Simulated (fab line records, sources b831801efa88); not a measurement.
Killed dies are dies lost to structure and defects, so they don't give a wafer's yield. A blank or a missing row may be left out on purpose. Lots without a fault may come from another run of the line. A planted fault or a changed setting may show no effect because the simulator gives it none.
Which tool did it? | flow sky130 | 24 lots, 72 wafers sampled, at 6 steps of a route of 708

WHAT THE GAUGES READ, wafer by wafer
SKY_VIA2_CD_MEAS_12: target cd 200 nm. Usual: cd_nm 200.2 nm, standard deviation 1.7.
lot  | measured     | on        | cd_nm (nm)        | flag
L075 | day 36 05:55 | cd_sem-02 | 198.7 199.6 197.8 |
L074 | day 36 06:38 | cd_sem-01 | 201.6 200.7 201.2 |
L076 | day 36 15:54 | cd_sem-02 | 201.6 202.8 202.8 |
L077 | day 36 20:09 | cd_sem-01 | 200.3 201.7 200.7 |
L078 | day 37 01:35 | cd_sem-02 | 201.8 200.0 201.5 |
L079 | day 37 13:38 | cd_sem-01 | 199.0 199.7 199.1 |
L080 | day 37 20:48 | cd_sem-01 | 198.8 200.5 199.8 |
L081 | day 38 18:28 | cd_sem-02 | 198.5 197.9 197.0 |
L082 | day 38 23:17 | cd_sem-02 | 198.7 199.2 200.1 |
L083 | day 38 23:41 | cd_sem-02 | 200.5 201.3 199.5 |
L084 | day 39 08:59 | cd_sem-02 | 202.9 202.9 202.4 |
L085 | day 39 12:04 | cd_sem-01 | 197.1 197.5 197.9 |
L087 | day 40 14:02 | cd_sem-02 | 200.5 200.7 200.4 |
L086 | day 40 15:53 | cd_sem-02 | 201.1 199.5 201.0 |
L088 | day 40 18:18 | cd_sem-01 | 199.1 198.9 200.3 |
L089 | day 41 04:20 | cd_sem-01 | 201.2 201.7 200.4 |
L092 | day 41 06:47 | cd_sem-02 | 201.3 202.4 201.1 |
L090 | day 41 09:00 | cd_sem-01 | 200.0 200.1 200.1 |
L091 | day 41 10:50 | cd_sem-01 | 204.6 204.5 204.0 |
L093 | day 41 14:19 | cd_sem-01 | 196.3 198.2 197.7 |
L094 | day 41 20:28 | cd_sem-01 | 202.9 200.5 201.0 |
L095 | day 42 04:25 | cd_sem-01 | 199.0 200.0 200.8 |
L096 | day 42 13:22 | cd_sem-01 | 200.2 199.2 196.7 |
L097 | day 42 19:50 | cd_sem-02 | 200.2 198.8 199.9 |

SKY_VIA2_RS_MEAS_22: measures by four-point-probe. Usual: VIA2_W_RS 0.2749 ohm/sq, standard deviation 0.0027.
lot  | measured     | on            | VIA2_W_RS (ohm/sq)   | flag
L075 | day 36 06:59 | film_metro-03 | 0.2768 0.2740 0.2777 |
L074 | day 36 07:43 | film_metro-04 | 0.2785 0.2793 0.2779 |
L076 | day 36 16:59 | film_metro-03 | 0.2726 0.2728 0.2725 |
L077 | day 36 21:13 | film_metro-01 | 0.2782 0.2756 0.2772 |
L078 | day 37 02:40 | film_metro-03 | 0.2776 0.2740 0.2727 |
L079 | day 37 14:43 | film_metro-03 | 0.2776 0.2764 0.2750 |
L080 | day 37 21:51 | film_metro-04 | 0.2787 0.2737 0.2755 |
L081 | day 38 19:33 | film_metro-04 | 0.2726 0.2756 0.2713 |
L082 | day 39 00:22 | film_metro-03 | 0.2788 0.2773 0.2768 |
L083 | day 39 00:46 | film_metro-03 | 0.2702 0.2757 0.2737 |
L084 | day 39 10:02 | film_metro-01 | 0.2732 0.2782 0.2718 |
L085 | day 39 13:07 | film_metro-03 | 0.2733 0.2746 0.2708 |
L087 | day 40 15:26 | film_metro-01 | 0.2752 0.2732 0.2779 |
L086 | day 40 17:01 | film_metro-04 | 0.2708 0.2724 0.2762 |
L088 | day 40 19:23 | film_metro-01 | 0.2693 0.2723 0.2686 |
L089 | day 41 05:49 | film_metro-04 | 0.2779 0.2734 0.2795 |
L092 | day 41 08:10 | film_metro-03 | 0.2773 0.2750 0.2749 |
L090 | day 41 10:23 | film_metro-04 | 0.2754 0.2747 0.2744 |
L091 | day 41 11:55 | film_metro-03 | 0.2724 0.2735 0.2698 |
L093 | day 41 15:32 | film_metro-01 | 0.2756 0.2749 0.2783 |
L094 | day 41 21:31 | film_metro-03 | 0.2723 0.2733 0.2737 |
L095 | day 42 05:28 | film_metro-01 | 0.2757 0.2759 0.2723 |
L096 | day 42 14:25 | film_metro-01 | 0.2748 0.2774 0.2785 |
L097 | day 42 20:55 | film_metro-03 | 0.2711 0.2759 0.2719 |

SKY_VIA4_RS_MEAS_19: measures by four-point-probe. Usual: VIA4_W_RS 0.2284 ohm/sq, standard deviation 0.0024.
lot  | measured     | on            | VIA4_W_RS (ohm/sq)   | flag
L075 | day 42 16:28 | film_metro-03 | 0.2281 0.2259 0.2255 |
L074 | day 42 18:16 | film_metro-04 | 0.2249 0.2248 0.2243 |
L076 | day 43 02:04 | film_metro-04 | 0.2286 0.2263 0.2246 |
L077 | day 43 05:37 | film_metro-03 | 0.2267 0.2257 0.2273 |
L078 | day 43 12:11 | film_metro-01 | 0.2236 0.2236 0.2267 |
L079 | day 43 22:28 | film_metro-03 | 0.2284 0.2278 0.2260 |
L080 | day 44 03:33 | film_metro-01 | 0.2271 0.2295 0.2311 |
L081 | day 45 01:20 | film_metro-03 | 0.2289 0.2256 0.2260 |
L082 | day 45 03:25 | film_metro-03 | 0.2280 0.2275 0.2251 |
L083 | day 45 04:17 | film_metro-03 | 0.2308 0.2311 0.2296 |
L084 | day 45 12:50 | film_metro-04 | 0.2315 0.2322 0.2300 |
L085 | day 45 15:10 | film_metro-04 | 0.2290 0.2292 0.2254 |
L087 | day 46 12:16 | film_metro-04 | 0.2279 0.2298 0.2259 |
L086 | day 46 13:57 | film_metro-03 | 0.2271 0.2225 0.2271 |
L088 | day 46 15:18 | film_metro-03 | 0.2325 0.2318 0.2320 |
L089 | day 47 02:02 | film_metro-01 | 0.2275 0.2273 0.2303 |
L092 | day 47 03:33 | film_metro-01 | 0.2302 0.2325 0.2290 |
L090 | day 47 05:29 | film_metro-01 | 0.2311 0.2294 0.2302 |
L091 | day 47 07:22 | film_metro-01 | 0.2260 0.2263 0.2298 |
L093 | day 47 08:44 | film_metro-01 | 0.2285 0.2279 0.2298 |
L094 | day 47 12:52 | film_metro-03 | 0.2295 0.2314 0.2286 |
L095 | day 47 21:18 | film_metro-04 | 0.2302 0.2301 0.2308 |
L096 | day 48 04:06 | film_metro-03 | 0.2276 0.2319 0.2296 |
L097 | day 48 09:45 | film_metro-03 | 0.2318 0.2284 0.2287 |

WHICH TOOL RAN EACH LOT (tool, then ch and the chambers of the sampled wafers, then the start)
lot  | SKY_VIA2_STRIP_16                    | SKY_VIA3_CMP_24               | SKY_METAL4_SPUTTER_02
L075 | plasma_asher-04 ch 0,1, day 36 06:10 | cmp-02 ch 0,1,3, day 39 14:38 | pvd_sputter-04, day 39 14:53
L074 | plasma_asher-01 ch 0,1, day 36 06:53 | cmp-02 ch 0,1,2, day 39 16:05 | pvd_sputter-01, day 39 16:20
L076 | plasma_asher-01 ch 0,1, day 36 16:10 | cmp-02 ch 0,1,3, day 40 00:10 | pvd_sputter-04, day 40 00:31
L077 | plasma_asher-04 ch 0,1, day 36 20:24 | cmp-01 ch 2,3, day 40 04:47   | pvd_sputter-04, day 40 05:08
L078 | plasma_asher-03 ch 0,1, day 37 01:50 | cmp-01 ch 0,2,3, day 40 11:30 | pvd_sputter-01, day 40 11:50
L079 | plasma_asher-03 ch 0,1, day 37 13:53 | cmp-01 ch 1,2, day 40 21:28   | pvd_sputter-03, day 40 21:49
L080 | plasma_asher-04 ch 0,1, day 37 21:03 | cmp-01 ch 0,1, day 41 03:18   | pvd_sputter-03, day 41 03:39
L081 | plasma_asher-03 ch 0,1, day 38 18:44 | cmp-02 ch 1,2,3, day 42 01:05 | pvd_sputter-04, day 42 01:26
L082 | plasma_asher-01 ch 0,1, day 38 23:32 | cmp-01 ch 0,2, day 42 03:41   | pvd_sputter-04, day 42 03:59
L083 | plasma_asher-03 ch 0,1, day 38 23:55 | cmp-02 ch 2,3, day 42 04:56   | pvd_sputter-03, day 42 05:17
L084 | plasma_asher-01 ch 1, day 39 09:14   | cmp-01 ch 0,1, day 42 13:56   | pvd_sputter-03, day 42 14:17
L085 | plasma_asher-03 ch 0,1, day 39 12:19 | cmp-02 ch 1,2,3, day 42 16:20 | pvd_sputter-04, day 42 16:32
L087 | plasma_asher-03 ch 0,1, day 40 14:16 | cmp-02 ch 0,3, day 43 16:44   | pvd_sputter-01, day 43 17:05
L086 | plasma_asher-04 ch 0,1, day 40 16:08 | cmp-01 ch 1,2,3, day 43 17:59 | pvd_sputter-01, day 43 18:17
L088 | plasma_asher-04 ch 0,1, day 40 18:32 | cmp-02 ch 1,2,3, day 43 20:14 | pvd_sputter-03, day 43 20:32
L089 | plasma_asher-03 ch 0,1, day 41 04:34 | cmp-02 ch 0,2,3, day 44 07:25 | pvd_sputter-01, day 44 07:40
L092 | plasma_asher-03 ch 0,1, day 41 07:01 | cmp-02 ch 0,3, day 44 09:26   | pvd_sputter-03, day 44 09:47
L090 | plasma_asher-04 ch 0, day 41 09:14   | cmp-01 ch 0,1,2, day 44 12:02 | pvd_sputter-04, day 44 12:23
L091 | plasma_asher-03 ch 0,1, day 41 11:05 | cmp-02 ch 0,1,3, day 44 13:08 | pvd_sputter-04, day 44 13:26
L093 | plasma_asher-04 ch 0,1, day 41 14:37 | cmp-01 ch 0,1,3, day 44 16:04 | pvd_sputter-04, day 44 16:24
L094 | plasma_asher-01 ch 0,1, day 41 20:44 | cmp-01 ch 0,3, day 44 20:38   | pvd_sputter-01, day 44 20:59
L095 | plasma_asher-03 ch 0,1, day 42 04:40 | cmp-02 ch 0,1,3, day 45 05:26 | pvd_sputter-04, day 45 05:44
L096 | plasma_asher-01 ch 0,1, day 42 13:37 | cmp-02 ch 1,2,3, day 45 13:10 | pvd_sputter-04, day 45 13:25
L097 | plasma_asher-03 ch 0,1, day 42 20:05 | cmp-02 ch 0,1,2, day 45 20:52 | pvd_sputter-03, day 45 21:07
- SKY_VIA2_STRIP_16: strips in O2/N2.
- SKY_VIA3_CMP_24: polishes, stops on SiO2, t overpolish 20 s, target thk 0 nm.
- SKY_METAL4_SPUTTER_02: material AlCu, target thk 735 nm, time 39.1 s.

WHAT THE TOOLS THEMSELVES READ (means of the sampled wafers that have a number; where no wafer has one, the mark that the record gives instead)
SKY_VIA2_STRIP_16. Usual: drypump_motor_current_A 6.0 A, standard deviation 0.38; oes_product_au 0.399 a.u., standard deviation 0.0045; strip_time_to_endpoint_s 4.064 s, standard deviation 0.026.
lot  | tool            | drypump_motor_current_A (A) | oes_product_au (a.u.) | strip_time_to_endpoint_s (s) | flag
L075 | plasma_asher-04 | 5.7                         | 0.396                 | 4.032                        |
L074 | plasma_asher-01 | 6.1                         | 0.402                 | 4.055                        |
L076 | plasma_asher-01 | 6.1                         | 0.394                 | 4.016                        |
L077 | plasma_asher-04 | 5.5                         | 0.401                 | 4.056                        |
L078 | plasma_asher-03 | 6.3                         | 0.395                 | 4.077                        |
L079 | plasma_asher-03 | 6.1                         | 0.394                 | 4.033                        |
L080 | plasma_asher-04 | 5.6                         | 0.401                 | 4.072                        |
L081 | plasma_asher-03 | 6.1                         | 0.397                 | 4.050                        |
L082 | plasma_asher-01 | 6.1                         | 0.403                 | 4.056                        |
L083 | plasma_asher-03 | 6.1                         | 0.398                 | 4.056                        |
L084 | plasma_asher-01 | 5.9                         | 0.400                 | 4.092                        |
L085 | plasma_asher-03 | 6.3                         | 0.401                 | 4.069                        |
L087 | plasma_asher-03 | 6.1                         | 0.396                 | 4.060                        |
L086 | plasma_asher-04 | 5.7                         | 0.403                 | 4.056                        |
L088 | plasma_asher-04 | 5.5                         | 0.401                 | 4.091                        |
L089 | plasma_asher-03 | 6.3                         | 0.399                 | 4.084                        |
L092 | plasma_asher-03 | 6.1                         | 0.400                 | 4.050                        |
L090 | plasma_asher-04 | 5.3                         | 0.399                 | 4.053                        |
L091 | plasma_asher-03 | 6.3                         | 0.401                 | 4.050                        |
L093 | plasma_asher-04 | 5.5                         | 0.399                 | 4.071                        |
L094 | plasma_asher-01 | 6.1                         | 0.401                 | 4.055                        |
L095 | plasma_asher-03 | 6.3                         | 0.397                 | 4.050                        |
L096 | plasma_asher-01 | 6.1                         | 0.399                 | 4.084                        |
L097 | plasma_asher-03 | 6.3                         | 0.403                 | 4.050                        |

SKY_VIA3_CMP_24. Usual: motor_current_A 11.6 A, standard deviation 0.99; overpolish_run_s 19.999 s, standard deviation 0.0085; platen_rpm 60.00 rpm, standard deviation 0.036; time_to_endpoint_s 92 s, standard deviation 3.6.
lot  | tool   | motor_current_A (A) | overpolish_run_s (s) | platen_rpm (rpm) | time_to_endpoint_s (s) | flag
L075 | cmp-02 | 11.0                | 19.992               | 60.03            | 92                     |
L074 | cmp-02 | 11.0                | 19.999               | 60.01            | 91                     |
L076 | cmp-02 | 11.3                | 20.003               | 60.04            | 90                     |
L077 | cmp-01 | 11.4                | 19.997               | 60.00            | 90                     |
L078 | cmp-01 | 11.7                | 19.989               | 59.99            | 89                     |
L079 | cmp-01 | 12.0                | 20.006               | 59.95            | 94                     |
L080 | cmp-01 | 12.7                | 19.996               | 60.02            | 89                     |
L081 | cmp-02 | 11.3                | 19.994               | 60.01            | 96                     |
L082 | cmp-01 | 11.4                | 19.998               | 60.01            | 92                     |
L083 | cmp-02 | 12.4                | 19.994               | 59.98            | 96                     |
L084 | cmp-01 | 12.0                | 20.003               | 59.98            | 94                     |
L085 | cmp-02 | 11.6                | 20.006               | 60.00            | 92                     |
L087 | cmp-02 | 11.7                | 20.003               | 60.01            | 92                     |
L086 | cmp-01 | 12.1                | 20.003               | 60.02            | 91                     |
L088 | cmp-02 | 11.3                | 19.997               | 60.02            | 92                     |
L089 | cmp-02 | 11.3                | 20.006               | 60.01            | 90                     |
L092 | cmp-02 | 12.0                | 19.991               | 60.00            | 96                     |
L090 | cmp-01 | 12.4                | 20.005               | 59.99            | 92                     |
L091 | cmp-02 | 11.1                | 20.000               | 60.02            | 93                     |
L093 | cmp-01 | 11.9                | 19.995               | 60.01            | 92                     |
L094 | cmp-01 | 11.9                | 20.003               | 60.01            | 96                     |
L095 | cmp-02 | 11.3                | 20.007               | 60.02            | 91                     |
L096 | cmp-02 | 11.3                | 20.003               | 60.02            | 87                     |
L097 | cmp-02 | 10.9                | 19.996               | 59.97            | 94                     |

SKY_METAL4_SPUTTER_02. Usual: chamber_pressure_pa 0.4001 Pa, standard deviation 0.0008; throttle_valve_pct 30.7 %, standard deviation 1.5.
lot  | tool           | chamber_pressure_pa (Pa) | throttle_valve_pct (%) | flag
L075 | pvd_sputter-04 | 0.4002                   | 31.3                   |
L074 | pvd_sputter-01 | 0.3999                   | 31.5                   |
L076 | pvd_sputter-04 | 0.4006                   | 31.0                   |
L077 | pvd_sputter-04 | 0.3996                   | 30.0                   |
L078 | pvd_sputter-01 | 0.4004                   | 31.3                   |
L079 | pvd_sputter-03 | 0.3996                   | 30.7                   |
L080 | pvd_sputter-03 | 0.3997                   | 29.8                   |
L081 | pvd_sputter-04 | 0.4006                   | 31.3                   |
L082 | pvd_sputter-04 | 0.4000                   | 31.4                   |
L083 | pvd_sputter-03 | 0.3999                   | 30.5                   |
L084 | pvd_sputter-03 | 0.3999                   | 28.3                   |
L085 | pvd_sputter-04 | 0.4005                   | 30.3                   |
L087 | pvd_sputter-01 | 0.3999                   | 31.3                   |
L086 | pvd_sputter-01 | 0.4006                   | 31.1                   |
L088 | pvd_sputter-03 | 0.4000                   | 28.9                   |
L089 | pvd_sputter-01 | 0.3999                   | 30.5                   |
L092 | pvd_sputter-03 | 0.3991                   | 30.6                   |
L090 | pvd_sputter-04 | 0.4004                   | 30.5                   |
L091 | pvd_sputter-04 | 0.4010                   | 30.6                   |
L093 | pvd_sputter-04 | 0.3996                   | 30.5                   |
L094 | pvd_sputter-01 | 0.3998                   | 30.9                   |
L095 | pvd_sputter-04 | 0.3999                   | 30.8                   |
L096 | pvd_sputter-04 | 0.4004                   | 30.5                   |
L097 | pvd_sputter-03 | 0.3996                   | 29.7                   |

THE ANSWER, worked out from the rows above alone
Rule: a lot is off if the mean of its wafers that have a number lies more than 3 standard deviations from the usual mean. A lot without any number at a reading at which 4 lots or more have one is off too. The other lots that the step has rows for count as sound. The gauges are gone through in route order, then the tools' own readings, and for those a lot's mean is taken as printed above. The first step at which some lot is off is used, and at that step the reading that is off furthest; a lot without a number counts as furthest.
No lot is off at any reading shown: from this, nothing can be told.

WHAT THE SIMULATOR HAD PUT IN
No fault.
